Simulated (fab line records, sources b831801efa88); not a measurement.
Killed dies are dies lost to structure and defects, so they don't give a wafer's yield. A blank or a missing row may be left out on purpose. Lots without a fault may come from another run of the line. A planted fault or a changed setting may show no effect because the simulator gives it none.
Which tool did it? | flow sky130 | 6 lots, 18 wafers sampled, at 1 step of a route of 708

WHAT THE GAUGES READ, wafer by wafer
SKY_SONOS_TUNNEL_OVL_MEAS_08.
lot  | measured     | on         | SONOS_TUNNEL_OVL (nm)
L360 | day 12 12:38 | overlay-01 | -1.0 0.3 -2.2
L365 | day 13 19:53 | overlay-02 | 1.3 1.2 0.1
L367 | day 14 05:17 | overlay-01 | 0.0 -0.8 -0.5
L370 | day 15 07:11 | overlay-01 | 0.2 0.4 -0.4
L374 | day 16 17:11 | overlay-01 | 2.5 0.8 -0.5
L381 | day 20 02:47 | overlay-01 | 0.7 1.8 1.6

WHICH TOOL RAN EACH LOT (tool, then ch and the chambers of the sampled wafers, then the start)
The record holds no process step before these readings.

THE ANSWER, worked out from the rows above alone
Rule: what is usual is taken from the lots themselves. Put in order of their means at a reading, lots are off if they are a third of the lots or fewer, leave a main group of 4 or more, and stand apart from it by a gap of 3 or more times the standard deviation of the main group's means; of several such gaps the widest counts. A main group whose means are all the same, to the digits that the tables above print for the reading, isn't used. A lot without any number at a reading at which 4 lots or more have one is off too. The other lots that the step has rows for count as sound.
No lot is off at any reading shown: from this, nothing can be told.

WHAT THE SIMULATOR HAD PUT IN
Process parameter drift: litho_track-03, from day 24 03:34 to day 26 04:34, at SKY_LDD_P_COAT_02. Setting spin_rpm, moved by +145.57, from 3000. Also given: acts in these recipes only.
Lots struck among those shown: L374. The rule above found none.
